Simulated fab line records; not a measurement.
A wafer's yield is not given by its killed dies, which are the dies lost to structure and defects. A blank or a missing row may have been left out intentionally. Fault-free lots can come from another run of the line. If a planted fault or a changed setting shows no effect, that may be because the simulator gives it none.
fab line records	flow gf180mcu
[record] lots = 13	wafers = 39	last-day = 34
route steps=602 shown POLY_GATE@174 HV_LDD@230 M1@321 M2@368
lots that met no fault: taken from a fault-free run of the same line
start-h: hours from the record's first day to the start of the lot's first wafer shown	wait-h: time in hours since the lot's previous step	" identical to the entry in the row above	L1.1+2: several wafers, shown together as one row	- no value present, or no start provided	* or withheld: withheld	< > ~ a bound
route shown NAME@n: names a module that has steps shown in the file, with the first one's number in the route	usual: mean and standard deviation over wafers with no fault	same: alike in all rows	chamber/n: place in a boat	sites: readings site by site	_std_site: their standard deviation	_edge_site: inner sites' mean taken away from outer sites' mean	radius-mm: how far each site lies from the wafer's centre	mask NAME#n: copy n	behind: the last tool/chamber to shape the wafer	hold: why the lot went on hold/how many hours it stayed there/how the hold came to an end	device: transistor that didn't switch, given as n, p or np	end of line: the same wafers' tests at the end of the route	a step given without rows: its recipe and nothing more	killed: at the first sort, the dies lost to defects and structure; wafer yield is something else	map: a wafer's dies, x killed, . not, _ none there
set.NAME: the run value of the setting; set.NAME@STEP: its run value at that earlier step	model.NAME: the simulator's own value behind a step, which no gauge read
route steps across a sampled set of lots; one table per step, one row per wafer
services: the hour from which a tool's chamber was out of use, counted from the record's first day as start-h (under 0 if before that day), plus the number of hours and why
[[steps]]
[step GF_POLY_GATE_THK_MEAS_17]
[recipe] reads = SiO2_of_POLY_GATE_OXIDATION_16
[usual] POLY_GATE_OXIDATION_THK = 3.98/0.08
lot.wafer	tool	chamber	start-h	wait-h	POLY_GATE_OXIDATION_THK[nm]
L369.2	film-metro-03	-	210.75	0.0	3.87
L369.5	"	-	"	"	3.88
L369.6	"	-	"	"	3.96
L370.2	film-metro-04	-	213.44	0.0	3.88
L370.4	"	-	"	"	3.90
L370.6	"	-	"	"	3.92
L378.2	film-metro-04	-	266.77	0.0	4.05
L378.3	"	-	"	"	4.07
L378.6	"	-	"	"	4.12
L379.1	film-metro-04	-	267.76	0.0	3.86
L379.2	"	-	"	"	3.83
L379.3	"	-	"	"	3.88
L380.2	film-metro-04	-	281.84	0.0	4.02
L380.3	"	-	"	"	4.02
L380.5	"	-	"	"	4.01
L381.1	film-metro-03	-	290.76	0.0	3.86
L381.3	"	-	"	"	3.97
L381.6	"	-	"	"	3.93
L383.2	film-metro-04	-	296.47	0.0	3.96
L383.5	"	-	"	"	3.98
L383.6	"	-	"	"	3.92
L385.1	film-metro-04	-	316.73	0.0	4.05
L385.4	"	-	"	"	4.04
L385.5	"	-	"	"	4.04
L388.1	film-metro-04	-	342.19	0.0	3.91
L388.3	"	-	"	"	3.94
L388.5	"	-	"	"	3.98
L390.1	film-metro-03	-	347.51	0.0	4.01
L390.2	"	-	"	"	4.02
L390.3	"	-	"	"	3.98
L389.3	film-metro-04	-	347.53	0.0	4.10
L389.5	"	-	"	"	4.02
L389.6	"	-	"	"	4.08
L391.1	film-metro-03	-	354.73	0.0	3.90
L391.2	"	-	"	"	3.92
L391.5	"	-	"	"	3.98
L392.2	film-metro-03	-	363.55	0.0	3.97
L392.3	"	-	"	"	3.96
L392.5	"	-	"	"	3.86
[step GF_HV_LDD_CVD_54]
[recipe] material = SiO2	target-thk-nm = 10	precursor = TEOS	temp-c = 680	time-s = 75	pressure-mtorr = 400
[usual] zone-power-centre-pct = 11.2/0.44
lot.wafer	tool	chamber	start-h	wait-h	zone-power-centre-pct
L369.2	lpcvd-01	0	286.07	0.1	10.7
L369.5	"	0	"	"	10.5
L369.6	"	0	"	"	10.8
L370.2	lpcvd-02	0	289.60	0.6	11.1
L370.4	"	0	"	"	11.2
L370.6	"	0	"	"	11.2
L378.2	lpcvd-02	0	347.81	0.1	11.2
L378.3	"	0	"	"	11.2
L378.6	"	0	"	"	11.2
L379.1	lpcvd-01	0	348.26	0.3	10.6
L379.2	"	0	"	"	10.8
L379.3	"	0	"	"	10.5
L380.2	lpcvd-01	0	364.16	0.1	10.6
L380.3	"	0	"	"	10.6
L380.5	"	0	"	"	10.7
L381.1	lpcvd-02	1	373.90	0.1	11.1
L381.3	"	1	"	"	11.3
L381.6	"	1	"	"	11.3
L383.2	lpcvd-02	0	381.33	0.1	11.1
L383.5	"	0	"	"	11.4
L383.6	"	0	"	"	11.0
L385.1	lpcvd-02	1	403.57	0.1	11.4
L385.4	"	1	"	"	11.4
L385.5	"	1	"	"	11.3
L388.1	lpcvd-02	1	433.43	0.1	11.3
L388.3	"	1	"	"	11.2
L388.5	"	1	"	"	11.4
L389.3	lpcvd-01	1	440.18	0.1	11.9
L389.5	"	1	"	"	12.2
L389.6	"	1	"	"	11.9
L390.1	lpcvd-02	1	440.96	0.1	11.3
L390.2	"	1	"	"	11.3
L390.3	"	1	"	"	11.3
L391.1	lpcvd-02	0	447.68	0.1	11.2
L391.2	"	0	"	"	11.2
L391.5	"	0	"	"	11.0
L392.2	lpcvd-01	1	458.76	0.1	11.9
L392.3	"	1	"	"	11.8
L392.5	"	1	"	"	11.8
[step GF_HV_LDD_THK_MEAS_55]
[recipe] reads = SiO2_of_HV_LDD_CVD_54
[usual] HV_LDD_CVD_54_THK = 9.91/0.15
lot.wafer	tool	chamber	start-h	wait-h	HV_LDD_CVD_54_THK[nm]
L369.2	film-metro-03	-	288.38	0.0	9.91
L369.5	"	-	"	"	9.96
L369.6	"	-	"	"	10.13
L370.2	film-metro-01	-	290.63	0.0	10.00
L370.4	"	-	"	"	9.93
L370.6	"	-	"	"	9.88
L378.2	film-metro-01	-	348.84	0.0	10.01
L378.3	"	-	"	"	10.21
L378.6	"	-	"	"	10.05
L379.1	film-metro-02	-	349.80	0.0	7.01
L379.2	"	-	"	"	6.82
L379.3	"	-	"	"	6.95
L380.2	film-metro-03	-	365.19	0.0	6.88
L380.3	"	-	"	"	6.87
L380.5	"	-	"	"	6.74
L381.1	film-metro-01	-	374.92	0.0	9.90
L381.3	"	-	"	"	9.89
L381.6	"	-	"	"	9.80
L383.2	film-metro-01	-	382.36	0.0	9.87
L383.5	"	-	"	"	9.97
L383.6	"	-	"	"	9.87
L385.1	film-metro-02	-	404.59	0.0	10.21
L385.4	"	-	"	"	10.28
L385.5	"	-	"	"	10.19
L388.1	film-metro-02	-	434.45	0.0	9.67
L388.3	"	-	"	"	9.82
L388.5	"	-	"	"	9.64
L389.3	film-metro-01	-	441.23	0.0	9.77
L389.5	"	-	"	"	9.72
L389.6	"	-	"	"	9.94
L390.1	film-metro-03	-	441.98	0.0	9.84
L390.2	"	-	"	"	9.86
L390.3	"	-	"	"	9.91
L391.1	film-metro-02	-	448.71	0.0	9.94
L391.2	"	-	"	"	9.96
L391.5	"	-	"	"	9.89
L392.2	film-metro-03	-	459.79	0.0	9.98
L392.3	"	-	"	"	10.06
L392.5	"	-	"	"	9.94
[step GF_M1_THK_MEAS_06]
[recipe] thk-meas-gauge = xrf	reads = AlCu_of_M1_SPUTTER_02
[usual] M1_ALCU_THK = 451/5.8
lot.wafer	tool	chamber	start-h	wait-h	M1_ALCU_THK[nm]
L369.2	film-metro-02	-	376.08	0.1	445
L369.5	"	-	"	"	450
L369.6	"	-	"	"	446
L370.2	film-metro-04	-	379.20	0.1	447
L370.4	"	-	"	"	456
L370.6	"	-	"	"	453
L378.2	film-metro-02	-	446.61	0.1	446
L378.3	"	-	"	"	439
L378.6	"	-	"	"	442
L379.1	film-metro-04	-	447.98	0.1	440
L379.2	"	-	"	"	444
L379.3	"	-	"	"	442
L380.2	film-metro-04	-	464.22	0.1	441
L380.3	"	-	"	"	445
L380.5	"	-	"	"	452
L381.1	film-metro-01	-	474.42	0.1	450
L381.3	"	-	"	"	448
L381.6	"	-	"	"	457
L383.2	film-metro-02	-	484.57	0.1	440
L383.5	"	-	"	"	454
L383.6	"	-	"	"	443
L385.1	film-metro-01	-	506.35	0.1	457
L385.4	"	-	"	"	449
L385.5	"	-	"	"	458
L388.1	film-metro-04	-	533.47	0.1	453
L388.3	"	-	"	"	448
L388.5	"	-	"	"	454
L389.3	film-metro-02	-	541.42	0.1	444
L389.5	"	-	"	"	451
L389.6	"	-	"	"	444
L390.1	film-metro-01	-	541.75	0.1	444
L390.2	"	-	"	"	456
L390.3	"	-	"	"	449
L391.1	film-metro-02	-	548.77	0.1	447
L391.2	"	-	"	"	448
L391.5	"	-	"	"	439
L392.2	film-metro-04	-	558.41	0.1	454
L392.3	"	-	"	"	455
L392.5	"	-	"	"	457
[step GF_M2_THK_MEAS_06]
[recipe] thk-meas-gauge = xrf	reads = AlCu_of_M2_SPUTTER_02
[usual] M2_ALCU_THK = 452/5.4
lot.wafer	tool	chamber	start-h	wait-h	M2_ALCU_THK[nm]
L369.2	film-metro-02	-	424.99	0.1	457
L369.5	"	-	"	"	457
L369.6	"	-	"	"	458
L370.2	film-metro-02	-	428.73	0.1	450
L370.4	"	-	"	"	455
L370.6	"	-	"	"	453
L378.2	film-metro-04	-	496.87	0.1	452
L378.3	"	-	"	"	449
L378.6	"	-	"	"	452
L379.1	film-metro-04	-	499.63	0.1	445
L379.2	"	-	"	"	459
L379.3	"	-	"	"	451
L380.2	film-metro-04	-	515.75	0.1	449
L380.3	"	-	"	"	456
L380.5	"	-	"	"	450
L381.1	film-metro-04	-	524.86	0.1	460
L381.3	"	-	"	"	452
L381.6	"	-	"	"	450
L383.2	film-metro-02	-	533.18	0.1	458
L383.5	"	-	"	"	453
L383.6	"	-	"	"	449
L385.1	film-metro-02	-	554.93	0.1	453
L385.4	"	-	"	"	456
L385.5	"	-	"	"	458
L388.1	film-metro-04	-	579.88	0.1	453
L388.3	"	-	"	"	447
L388.5	"	-	"	"	454
L389.3	film-metro-03	-	587.78	0.1	453
L389.5	"	-	"	"	447
L389.6	"	-	"	"	445
L390.1	film-metro-04	-	588.92	0.1	455
L390.2	"	-	"	"	459
L390.3	"	-	"	"	463
L391.1	film-metro-03	-	594.97	0.1	445
L391.2	"	-	"	"	449
L391.5	"	-	"	"	445
L392.2	film-metro-02	-	603.86	0.1	446
L392.3	"	-	"	"	453
L392.5	"	-	"	"	445
[[services]]
tool	chamber	start-h	hours	kind
lpcvd-02	-	309.90	0.5	repair
lpcvd-02	-	401.93	1.0	repair
lpcvd-01	-	426.86	2.8	pm
[[key]]
[first-sign] step = GF_HV_LDD_THK_MEAS_55	reading = HV_LDD_CVD_54_THK	direction = down	sigmas = 20	usual = 9.91	struck = 6.88
effect none on later readings
met-at GF_HV_LDD_CVD_54
struck-lots L379,L380
tester-left-out L379,L380
not-acting-at GF_POLY_GATE_THK_MEAS_17,GF_M1_THK_MEAS_06,GF_M2_THK_MEAS_06
onset-between 286.07 348.26
[fault] kind = process-parameter-drift	tool = lpcvd-01	chamber = -	onset-h = 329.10	steps = GF_HV_LDD_CVD_54	channel = target-thk-nm	offset = -2.8595	shape = step	end-h = 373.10	acts-in = these-recipes-only	stated = 10
// tester-left-out: of these lots the tester's yield and bins aren't shown, on N5 and GAA mostly nor the transistor test; their killed dies are dies lost to structure and defects alone, not to doping, threshold or leakage, so they don't give the yield
